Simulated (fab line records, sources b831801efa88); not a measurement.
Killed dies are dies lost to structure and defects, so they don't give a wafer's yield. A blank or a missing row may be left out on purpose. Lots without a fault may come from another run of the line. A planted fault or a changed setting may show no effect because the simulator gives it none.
fab line records | flow sky130
record lots=14 wafers=42 last_day=50
route steps=708 shown FIELD_ISO@24 LDD_N@245 LDD_HVN@277 RES_XHIGH@341
lots that met no fault: from a run of the same line without faults
start_h: hours from the record's first day to the start of the lot's first wafer shown | wait_h: hours since the lot's step before | " the same as in the row above | L1.1+2: a row that stands for several wafers | - no value, or no start given | * or withheld: withheld | < > ~ a bound
route shown NAME@n: a module of which the file shows steps, and the number in the route of the first | usual: mean/standard deviation of fault-free wafers | same: alike in all rows | chamber/n: place in a boat | sites: the reading at each site | _std_site: their standard deviation | _edge_site: outer sites' mean less inner sites' | radius_mm: how far each site lies from the wafer's centre | mask NAME#n: copy n | behind: the tool/chamber that last shaped the wafer | hold: why the lot was held/for how many hours/how that ended | device: the transistor (n, p or np) that didn't switch | end of line: the same wafers' tests at the end of the route | a step without rows: its recipe alone | killed: dies lost to structure and defects at the first sort, not the wafer's yield | map: a wafer's dies, x killed, . not, _ none there
set.NAME: the setting as run; set.NAME@STEP: as run at that earlier step | model.NAME: the simulator's own value behind a step, which no gauge read
steps of the route over a sample of lots; a table a step, a row a wafer
services: from which hour (start_h, from the record's first day; less than 0 if before it) a tool's chamber was out of use, for how many hours, and why
## steps
# step SKY_FIELD_ISO_THK_MEAS_23
# recipe reads=SiO2_of_FIELD_ISO_OXIDATION_22
# usual FIELD_ISO_OXIDATION_01_THK=9.99/0.18
# columns lot.wafer tool chamber start_h wait_h FIELD_ISO_OXIDATION_01_THK[nm]
L607.2 film_metro-02 - 31.64 0.0 9.80
L607.4 " - " " 9.91
L607.5 " - " " 10.14
L608.1 film_metro-02 - 39.21 0.0 9.93
L608.2 " - " " 10.05
L608.3 " - " " 9.85
L609.1 film_metro-02 - 42.78 0.0 9.81
L609.5 " - " " 9.70
L609.6 " - " " 10.16
L610.1 film_metro-02 - 45.96 0.0 9.99
L610.2 " - " " 9.93
L610.5 " - " " 9.78
L611.3 film_metro-03 - 51.31 0.0 9.92
L611.5 " - " " 9.95
L611.6 " - " " 9.88
L612.1 film_metro-04 - 58.69 0.0 9.61
L612.3 " - " " 9.62
L612.4 " - " " 9.67
L613.2 film_metro-02 - 65.48 0.0 10.22
L613.3 " - " " 10.20
L613.4 " - " " 10.26
L616.2 film_metro-04 - 79.27 0.0 9.71
L616.4 " - " " 9.68
L616.6 " - " " 9.68
L617.4 film_metro-02 - 83.55 0.0 9.93
L617.5 " - " " 9.86
L617.6 " - " " 10.01
L618.2 film_metro-03 - 92.75 0.0 10.21
L618.3 " - " " 10.18
L618.6 " - " " 10.36
L624.2 film_metro-02 - 118.94 0.0 9.95
L624.4 " - " " 10.17
L624.5 " - " " 10.24
L625.3 film_metro-02 - 127.45 0.0 9.94
L625.4 " - " " 10.07
L625.5 " - " " 9.92
L626.1 film_metro-04 - 137.30 0.0 10.07
L626.4 " - " " 10.14
L626.5 " - " " 10.05
L630.2 film_metro-03 - 155.74 0.0 10.10
L630.5 " - " " 10.03
L630.6 " - " " 9.84
# step SKY_LDD_N_IMPLANT_08
# recipe species=As energy_kev=20 dose_cm2=7.5e+13 tilt_deg=withheld rotation_deg=23
# usual dose_ions_cm2=7.501e+13/8.1e+10 faraday_current_uA=424/8.8
# columns lot.wafer tool chamber start_h wait_h dose_ions_cm2 faraday_current_uA
L607.2 implanter-01 0 392.96 0.0 7.495e+13 425
L607.4 " 0 " " 7.499e+13 425
L607.5 " 0 " " 7.497e+13 438
L608.1 implanter-04 0 407.14 0.0 7.502e+13 426
L608.2 " 0 " " 7.495e+13 435
L608.3 " 0 " " 7.493e+13 430
L609.1 implanter-03 0 417.75 0.0 7.479e+13 417
L609.5 " 0 " " 7.507e+13 441
L609.6 " 0 " " 7.51e+13 418
L610.1 implanter-03 0 423.29 0.0 7.504e+13 420
L610.2 " 0 " " 7.498e+13 423
L610.5 " 0 " " 7.498e+13 416
L611.3 implanter-04 0 437.99 0.1 7.498e+13 432
L611.5 " 0 " " 7.501e+13 431
L611.6 " 0 " " 7.497e+13 423
L612.1 implanter-04 0 453.34 0.0 7.5e+13 429
L612.3 " 0 " " 7.489e+13 429
L612.4 " 0 " " 7.509e+13 427
L613.2 implanter-04 0 470.51 0.0 7.507e+13 424
L613.3 " 0 " " 7.501e+13 429
L613.4 " 0 " " 7.512e+13 425
L616.2 implanter-04 0 485.91 0.0 7.497e+13 402
L616.4 " 0 " " 7.493e+13 429
L616.6 " 0 " " 7.486e+13 437
L618.2 implanter-04 0 523.51 0.0 7.5e+13 422
L618.3 " 0 " " 7.492e+13 429
L618.6 " 0 " " 7.512e+13 422
L617.4 implanter-03 0 523.92 0.1 7.506e+13 438
L617.5 " 0 " " 7.497e+13 428
L617.6 " 0 " " 7.488e+13 422
L624.2 implanter-03 0 557.46 0.0 8.269e+13 467
L624.4 " 0 " " 8.245e+13 457
L624.5 " 0 " " 8.25e+13 481
L625.3 implanter-03 0 580.03 0.1 8.265e+13 456
L625.4 " 0 " " 8.273e+13 489
L625.5 " 0 " " 8.259e+13 471
L626.1 implanter-04 0 581.34 0.0 7.496e+13 433
L626.4 " 0 " " 7.492e+13 424
L626.5 " 0 " " 7.499e+13 414
L630.2 implanter-04 0 601.62 0.0 7.505e+13 442
L630.5 " 0 " " 7.494e+13 413
L630.6 " 0 " " 7.491e+13 428
# step SKY_LDD_HVN_TW_MEAS_10
# usual LDD_HVN_TW=1440/7.8
# columns lot.wafer tool chamber start_h wait_h LDD_HVN_TW
L607.2 film_metro-01 - 455.40 0.1 1447
L607.4 " - " " 1446
L607.5 " - " " 1444
L608.1 film_metro-01 - 467.89 0.1 1436
L608.2 " - " " 1441
L608.3 " - " " 1438
L609.1 film_metro-01 - 481.54 0.1 1444
L609.5 " - " " 1441
L609.6 " - " " 1445
L610.1 film_metro-04 - 486.94 0.1 1432
L610.2 " - " " 1444
L610.5 " - " " 1439
L611.3 film_metro-04 - 501.06 0.1 1446
L611.5 " - " " 1438
L611.6 " - " " 1437
L612.1 film_metro-04 - 516.24 0.1 1439
L612.3 " - " " 1443
L612.4 " - " " 1437
L613.2 film_metro-04 - 534.09 0.1 1454
L613.3 " - " " 1451
L613.4 " - " " 1441
L616.2 film_metro-01 - 548.15 0.1 1443
L616.4 " - " " 1444
L616.6 " - " " 1443
L618.2 film_metro-03 - 584.10 0.1 1421
L618.3 " - " " 1427
L618.6 " - " " 1425
L617.4 film_metro-01 - 585.02 0.1 1441
L617.5 " - " " 1443
L617.6 " - " " 1430
L624.2 film_metro-03 - 617.70 0.1 1418
L624.4 " - " " 1417
L624.5 " - " " 1422
L625.3 film_metro-01 - 639.41 0.1 1452
L625.4 " - " " 1448
L625.5 " - " " 1449
L626.1 film_metro-01 - 640.89 0.1 1445
L626.4 " - " " 1444
L626.5 " - " " 1448
L630.2 film_metro-01 - 660.05 0.1 1450
L630.5 " - " " 1445
L630.6 " - " " 1437
# step SKY_RES_XHIGH_TW_MEAS_09
# usual RES_XHIGH_TW=1644/7.9
# columns lot.wafer tool chamber start_h wait_h RES_XHIGH_TW
L607.2 film_metro-01 - 611.46 0.1 1648
L607.4 " - " " 1644
L607.5 " - " " 1647
L608.1 film_metro-01 - 621.35 0.1 1645
L608.2 " - " " 1648
L608.3 " - " " 1649
L609.1 film_metro-01 - 634.16 0.1 1653
L609.5 " - " " 1653
L609.6 " - " " 1648
L610.1 film_metro-03 - 636.30 0.1 1648
L610.2 " - " " 1652
L610.5 " - " " 1641
L611.3 film_metro-04 - 653.17 0.1 1650
L611.5 " - " " 1646
L611.6 " - " " 1641
L612.1 film_metro-04 - 667.85 0.1 1634
L612.3 " - " " 1639
L612.4 " - " " 1650
L613.2 film_metro-03 - 681.71 0.1 1649
L613.3 " - " " 1645
L613.4 " - " " 1650
L616.2 film_metro-04 - 695.41 0.1 1658
L616.4 " - " " 1659
L616.6 " - " " 1649
L618.2 film_metro-03 - 728.61 0.1 1642
L618.3 " - " " 1641
L618.6 " - " " 1637
L617.4 film_metro-01 - 730.44 0.1 1652
L617.5 " - " " 1656
L617.6 " - " " 1650
L624.2 film_metro-04 - 759.96 0.1 1648
L624.4 " - " " 1647
L624.5 " - " " 1635
L625.3 film_metro-03 - 780.52 0.1 1647
L625.4 " - " " 1655
L625.5 " - " " 1644
L626.1 film_metro-01 - 782.31 0.1 1633
L626.4 " - " " 1638
L626.5 " - " " 1637
L630.2 film_metro-03 - 800.57 0.1 1636
L630.5 " - " " 1637
L630.6 " - " " 1631
## services
# columns tool chamber start_h hours kind
implanter-04 - 371.76 2.8 repair
implanter-04 - 399.49 2.7 repair
implanter-03 - 406.04 3.6 pm
implanter-04 - 413.85 6.4 repair
implanter-01 - 419.73 4.5 pm
implanter-01 - 465.17 73.9 pm
implanter-03 - 488.34 6.5 pm
implanter-01 - 540.34 5.5 pm
implanter-01 - 551.15 106.0 repair
implanter-04 - 552.04 3.9 repair
implanter-03 - 571.60 5.9 repair
## key
first_sign step=SKY_LDD_N_IMPLANT_08 reading=dose_ions_cm2 direction=up sigmas=94 usual=* struck=*
effect step=SKY_LDD_N_IMPLANT_08 reading=faraday_current_uA direction=up sigmas=5.2 usual=424 struck=470
met_at SKY_LDD_N_IMPLANT_08
struck_lots L624,L625
tester_left_out L624,L625
not_acting_at SKY_FIELD_ISO_THK_MEAS_23,SKY_LDD_HVN_TW_MEAS_10,SKY_RES_XHIGH_TW_MEAS_09
onset_between 523.92 557.46
fault kind=process_parameter_drift tool=implanter-03 chamber=- onset_h=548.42 steps=SKY_LDD_N_IMPLANT_08 channel=dose_cm2 offset=* shape=step end_h=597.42 acts_in=* stated=*
# tester_left_out: of these lots the tester's yield and bins aren't shown, on N5 and GAA mostly nor the transistor test; their killed dies are dies lost to structure and defects alone, not to doping, threshold or leakage, so they don't give the yield
